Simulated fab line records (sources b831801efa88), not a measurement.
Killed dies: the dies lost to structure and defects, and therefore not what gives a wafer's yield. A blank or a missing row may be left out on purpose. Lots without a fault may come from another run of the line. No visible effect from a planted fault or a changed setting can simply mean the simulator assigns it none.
The same fault as seen by 2 desks    flow sky130    every desk sees just its own numbers, and what lay behind them comes last

## FROM THE METROLOGY DESK
What the gauges read, lot by lot, whatever tool the lot ran on: means of the sampled wafers that have a number. If a lot's mean is further than 4 standard deviations from the usual mean, the lot is out of limits and carries the mark OUT (the distance appears in the brackets).
Columns: A = POLY_GATE_CVD_00_THK at SKY_POLY_GATE_THK_MEAS_01, usual 180.3 nm; B = POLY_GATE_CVD_03_THK at SKY_POLY_GATE_THK_MEAS_04, usual 75.5 nm; C = cd_nm at SKY_LDD_P_CD_MEAS_07, usual 379.4 nm
lot   first seen here  A      B     C
L581  day 13 20:55     180.1  75.5  379.3
L582  day 14 10:08     182.7  74.1  381.4
L584  day 16 09:23     180.7  74.8  380.7
L587  day 16 10:34     180.7  75.2  378.2
L591  day 17 09:00     178.0  76.4  361.8 (-8.4) OUT
L593  day 17 20:15     179.7  75.5  356.1 (-11) OUT
L599  day 20 05:01     178.7  76.1  377.7
L600  day 20 12:08     181.8  75.5  378.9
L601  day 20 23:17     179.0  77.0  377.7
L602  day 21 06:17     180.7  73.6  379.4
L603  day 21 11:27     181.7  75.0  382.8
This desk's finding: out of limits on L591, L593; first on L591, day 22 13:52 (cd_nm at SKY_LDD_P_CD_MEAS_07). In limits: L581, L582, L584, L587, L599, L600, L601, L602, L603.

## FOR THE TOOL OWNER'S DESK: litho_track-01
The tool's own readings at SKY_LDD_P_COAT_02 (resist thk 1140 nm): means of the sampled wafers that have a number, for each lot that ran on this tool. If a lot's mean is further than 4 standard deviations from the usual mean, the lot is out of limits and carries the mark OUT (the distance appears in the brackets).
Columns: A = exhaust_pa at SKY_LDD_P_COAT_02, usual 45.0 Pa
lot   first seen here  A
L581  day 18 00:35     45.3
L584  day 21 01:48     45.3
L591  day 21 22:33     43.5
L593  day 22 19:29     44.8
L600  day 25 10:46     45.1
L602  day 25 23:17     46.0
This desk found nothing out of limits on any of the 6 lots.

## PUT TOGETHER
At day 22 13:52 the metrology desk could have sounded an alarm, on L591, L593.
The tool owner's desk saw nothing out of limits.
On record at the tool owner's desk: L591, L593, within its limits.
SKY_LDD_P_COAT_02 was run on litho_track-01 by each of the lots named.

## WHAT THE SIMULATOR HAD PUT IN
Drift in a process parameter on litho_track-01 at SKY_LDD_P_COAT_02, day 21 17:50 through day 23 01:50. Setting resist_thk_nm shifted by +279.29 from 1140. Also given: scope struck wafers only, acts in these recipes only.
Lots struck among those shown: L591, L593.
Per desk, hours elapsed from the start of the fault to the first reading out of limits: for the metrology desk, 20.
